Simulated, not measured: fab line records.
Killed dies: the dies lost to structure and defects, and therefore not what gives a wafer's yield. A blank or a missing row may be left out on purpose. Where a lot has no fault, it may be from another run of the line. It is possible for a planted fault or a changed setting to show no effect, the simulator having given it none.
What tool caused it?	flow gf180mcu	Sampling: 14 lots, 42 wafers, 6 of 602 route steps

## WHAT THE GAUGES SHOWED, per wafer
GF_NSD_CD_MEAS_07: the cd target is 400 nm. Usual: cd-nm reads 399.7 nm (standard deviation 2.6).
lot	measured	on	cd-nm (nm)	flag
L546	day 13 03:29	cd-sem-01	400.3 399.8 400.4	
L547	day 13 17:14	cd-sem-01	402.6 401.3 402.0	
L549	day 14 06:20	cd-sem-01	402.2 398.7 399.5	
L550	day 14 19:30	cd-sem-01	403.6 402.5 402.6	
L551	day 15 05:31	cd-sem-02	400.3 399.9 402.2	
L552	day 15 11:46	cd-sem-02	401.3 400.6 398.0	
L553	day 15 15:37	cd-sem-01	405.2 403.3 402.8	
L556	day 16 17:31	cd-sem-02	396.3 397.5 397.5	
L557	day 17 01:52	cd-sem-02	403.3 403.9 402.8	
L558	day 17 07:37	cd-sem-01	399.3 396.9 397.9	
L559	day 18 00:10	cd-sem-02	- - -	OFF
L560	day 18 07:10	cd-sem-01	- - -	OFF
L562	day 18 14:40	cd-sem-01	395.9 394.7 395.3	
L569	day 21 16:57	cd-sem-02	401.2 399.5 401.8	

GF_PSD_TW_MEAS_11. Usual: PSD_TW 3159, standard deviation 13.
lot	measured	on	PSD_TW	flag
L546	day 14 00:47	film-metro-04	3164 3174 3175	
L547	day 14 15:31	film-metro-02	3156 3179 3175	
L549	day 15 04:22	film-metro-04	3164 3159 3166	
L550	day 15 17:31	film-metro-04	3159 3168 3154	
L551	day 16 04:22	film-metro-04	3169 3166 3162	
L552	day 16 09:56	film-metro-02	3150 3138 3140	
L553	day 16 14:25	film-metro-01	3182 3179 3186	
L556	day 17 16:13	film-metro-01	3141 3157 3157	
L557	day 18 01:10	film-metro-04	3169 3147 3148	
L558	day 18 08:25	film-metro-01	3142 3152 3143	
L559	day 19 01:04	film-metro-04	4234 4208 4217	OFF
L560	day 19 08:10	film-metro-02	4264 4245 4224	OFF
L562	day 19 14:37	film-metro-04	3148 3138 3145	
L569	day 22 16:31	film-metro-02	3158 3145 3154	

GF_CONTACT_THK_MEAS_03. Usual: CONTACT_CVD_02_THK 859 nm, standard deviation 10.
lot	measured	on	CONTACT_CVD_02_THK (nm)	flag
L546	day 14 23:27	film-metro-04	845 867 859	
L547	day 15 14:49	film-metro-01	849 871 858	
L549	day 16 03:58	film-metro-03	847 831 867	
L550	day 16 17:48	film-metro-04	851 853 867	
L551	day 17 04:27	film-metro-01	848 849 863	
L552	day 17 09:41	film-metro-03	879 865 873	
L553	day 17 14:01	film-metro-03	852 856 869	
L556	day 18 17:23	film-metro-04	840 835 865	
L557	day 19 03:12	film-metro-04	850 868 876	
L558	day 19 10:13	film-metro-04	868 842 860	
L559	day 20 03:38	film-metro-04	848 860 858	
L560	day 20 10:24	film-metro-03	854 869 864	
L562	day 20 16:20	film-metro-04	846 848 864	
L569	day 23 16:32	film-metro-04	870 861 882	

GF_M1_CD_MEAS_14: the cd target is 230 nm. Usual: cd-nm reads 229.8 nm (standard deviation 1.4).
lot	measured	on	cd-nm (nm)	flag
L546	day 16 21:45	cd-sem-02	229.3 229.8 228.7	
L547	day 17 12:34	cd-sem-01	229.2 229.9 228.8	
L549	day 18 02:21	cd-sem-01	232.1 231.2 231.3	
L550	day 18 17:33	cd-sem-01	228.7 230.5 229.5	
L551	day 19 06:09	cd-sem-02	229.5 231.1 231.3	
L552	day 19 11:09	cd-sem-01	229.8 228.9 231.0	
L553	day 19 15:25	cd-sem-01	229.3 228.2 229.6	
L556	day 20 19:07	cd-sem-02	231.3 231.5 231.2	
L557	day 21 04:55	cd-sem-02	230.6 231.0 230.3	
L558	day 21 11:43	cd-sem-01	229.1 229.5 227.9	
L559	day 22 04:19	cd-sem-01	227.1 226.2 227.4	
L560	day 22 10:59	cd-sem-02	231.6 232.8 231.8	
L562	day 22 16:45	cd-sem-02	230.1 229.5 228.3	
L569	day 25 13:45	cd-sem-02	232.1 232.0 231.2	

GF_M3_RS_MEAS_05: measures by four-point-probe. Usual: M3_ALCU_RS 0.0693 ohm/sq, standard deviation 0.00071.
lot	measured	on	M3_ALCU_RS (ohm/sq)	flag
L546	day 20 02:40	film-metro-02	0.0692 0.0698 0.0696	
L547	day 20 17:34	film-metro-02	0.0689 0.0691 0.0691	
L549	day 21 09:04	film-metro-02	0.0702 0.0702 0.0701	
L550	day 21 22:48	film-metro-02	0.0704 0.0692 0.0701	
L551	day 22 12:25	film-metro-04	0.0685 0.0688 0.0683	
L552	day 22 15:32	film-metro-02	0.0700 0.0699 0.0689	
L553	day 22 20:08	film-metro-04	0.0689 0.0692 0.0694	
L556	day 23 22:09	film-metro-02	0.0696 0.0705 0.0701	
L557	day 24 08:25	film-metro-04	0.0694 0.0691 0.0686	
L558	day 24 13:40	film-metro-04	0.0700 0.0703 0.0705	
L559	day 25 05:15	film-metro-02	0.0691 0.0684 0.0684	
L560	day 25 10:50	film-metro-04	0.0695 0.0684 0.0690	
L562	day 25 16:32	film-metro-02	0.0691 0.0696 0.0685	
L569	day 28 08:49	film-metro-02	0.0693 0.0697 0.0689	

## WHICH TOOL RAN EACH LOT (tool, then ch and the chambers of the sampled wafers, then the start)
lot	GF_NSD_COAT_02
L546	litho-track-02 ch 0, day 12 17:13
L547	litho-track-02 ch 0, day 13 07:08
L549	litho-track-02 ch 0, day 13 20:04
L550	litho-track-02 ch 0, day 14 08:46
L551	litho-track-04 ch 0, day 14 18:54
L552	litho-track-04 ch 0, day 15 01:11
L553	litho-track-03 ch 0, day 15 04:31
L556	litho-track-02 ch 0, day 16 06:11
L557	litho-track-02 ch 0, day 16 15:02
L558	litho-track-02 ch 0, day 16 20:43
L559	litho-track-04, day 17 12:56
L560	litho-track-02, day 17 19:28
L562	litho-track-03 ch 0, day 18 02:41
L569	litho-track-04 ch 0, day 21 05:12
- GF_NSD_COAT_02: resist thk 1000 nm.

## WHAT THE TOOLS THEMSELVES READ (means of the sampled wafers that have a number; where no wafer has one, the mark that the record gives instead)
GF_NSD_COAT_02. Usual: chill-plate-temp-C 22.99 C, standard deviation 0.11; dispense-pressure-kPa 50.6 kPa, standard deviation 0.51.
lot	tool	chill-plate-temp-C (C)	dispense-pressure-kPa (kPa)	flag
L546	litho-track-02	22.96	51.0	
L547	litho-track-02	23.02	51.0	
L549	litho-track-02	23.01	51.0	
L550	litho-track-02	23.00	51.0	
L551	litho-track-04	23.03	49.8	
L552	litho-track-04	22.90	49.8	
L553	litho-track-03	22.90	50.2	
L556	litho-track-02	22.95	51.0	
L557	litho-track-02	23.03	51.0	
L558	litho-track-02	23.04	51.0	
L559	litho-track-04	-	-	OFF
L560	litho-track-02	-	-	OFF
L562	litho-track-03	23.07	50.2	
L569	litho-track-04	23.05	49.8	

## THE ANSWER, worked out from the rows above alone
Rule: a lot is off if the mean of its wafers that have a number lies more than 3 standard deviations from the usual mean. A lot without any number at a reading at which 4 lots or more have one is off too. Where the step has rows for the other lots, those lots are counted as sound. The gauges are gone through in route order, then the tools' own readings, and for those a lot's mean is taken as printed above. At the first step where some lot is off, the reading lying furthest off is the one used; lots without a number count as furthest.
Off: L559, L560, at GF_NSD_CD_MEAS_07 (cd-nm). Without a number there: L559, L560.
A tool fits if, at a process step before that reading, it ran every lot that is off, and no sound lot after the first of them. Not tried: the gauges at GF_NSD_CD_MEAS_07; whatever is off there is also off at GF_PSD_TW_MEAS_11, on other tools, and gauge error can't account for it. Not one of the candidates tried fits.

## WHAT THE SIMULATOR PUT IN
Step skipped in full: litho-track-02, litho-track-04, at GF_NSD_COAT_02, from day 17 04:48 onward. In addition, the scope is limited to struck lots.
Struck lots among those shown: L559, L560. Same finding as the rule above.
